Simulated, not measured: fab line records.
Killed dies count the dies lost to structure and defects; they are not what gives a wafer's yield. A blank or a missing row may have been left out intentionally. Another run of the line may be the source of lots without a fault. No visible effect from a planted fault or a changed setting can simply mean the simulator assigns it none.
One fault seen from 2 desks | flow gf180mcu | every desk sees just its own numbers, and what lay behind them comes last

## FOR THE TOOL OWNER'S DESK: cvd-w-02
The tool's own readings at GF_V2_CVD_23 (deposits W, target thk 350 nm, time 104.94 s): means of the sampled wafers that have a number, for each lot that ran on this tool. If a lot's mean is further than 4 standard deviations from the usual mean, the lot is out of limits and carries the mark OUT (the distance appears in the brackets).
Columns: A = heater-power-w at GF_V2_CVD_23, usual 871 W
lot  | first seen here | A
L961 | day 21 04:17    | 888
L962 | day 21 08:02    | 879
L963 | day 21 19:14    | 880
L966 | day 22 17:34    | 884
L968 | day 23 13:43    | 883
L970 | day 24 00:36    | 874
L976 | day 25 22:06    | 879
L979 | day 26 23:53    | 941
This desk found nothing out of limits on any of the 8 lots.

## THE METROLOGY DESK
Means of the sampled wafers that have a number, per lot and without regard to the tool the lot ran on: this is what the gauges read. If a lot's mean is further than 4 standard deviations from the usual mean, the lot is out of limits and carries the mark OUT (the distance appears in the brackets).
Columns: A = V2_BOW at GF_V2_BOW_MEAS_05, usual 97 um; B = V2_W_RS at GF_V2_RS_MEAS_24, usual 0.327 ohm/sq; C = V2_W_THK at GF_V2_THK_MEAS_25, usual 366 nm
lot  | first seen here | A   | B               | C
L961 | day 20 03:27    | 100 | 0.327           | 371
L962 | day 20 06:41    | 97  | 0.329           | 357
L963 | day 20 18:23    | 97  | 0.328           | 370
L966 | day 21 17:04    | 101 | 0.326           | 369
L967 | day 21 22:47    | 90  | 0.326           | 369
L968 | day 22 13:11    | 102 | 0.324           | 360
L970 | day 23 01:13    | 96  | 0.329           | 371
L972 | day 23 17:15    | 101 | 0.325           | 360
L974 | day 24 11:40    | 98  | 0.323           | 379
L976 | day 25 00:19    | 88  | 0.362 (+12) OUT | 334 (-4.8) OUT
L979 | day 26 02:17    | 108 | 0.359 (+11) OUT | 324 (-6.3) OUT
L983 | day 27 03:53    | 102 | 0.331           | 351
Finding of this desk: L976, L979 out of limits, first seen on L976 at day 25 22:13 (V2_W_RS at GF_V2_RS_MEAS_24). In limits: L961, L962, L963, L966, L967, L968, L970, L972, L974, L983.

## ALL TOGETHER
On L976, L979, the metrology desk was in a position to raise an alarm at day 25 22:13.
Nothing out of limits was seen by the tool owner's desk.
On record at the tool owner's desk: L976, L979, within its limits.
GF_V2_CVD_23 was run on cvd-w-02 by each of the lots named.

## WHAT HAD BEEN PUT IN BY THE SIMULATOR
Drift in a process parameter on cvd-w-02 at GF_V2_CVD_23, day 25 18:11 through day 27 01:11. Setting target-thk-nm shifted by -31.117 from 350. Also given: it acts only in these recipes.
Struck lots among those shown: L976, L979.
Hours from the fault's start to each desk's first reading out of limits: the metrology desk, 4.
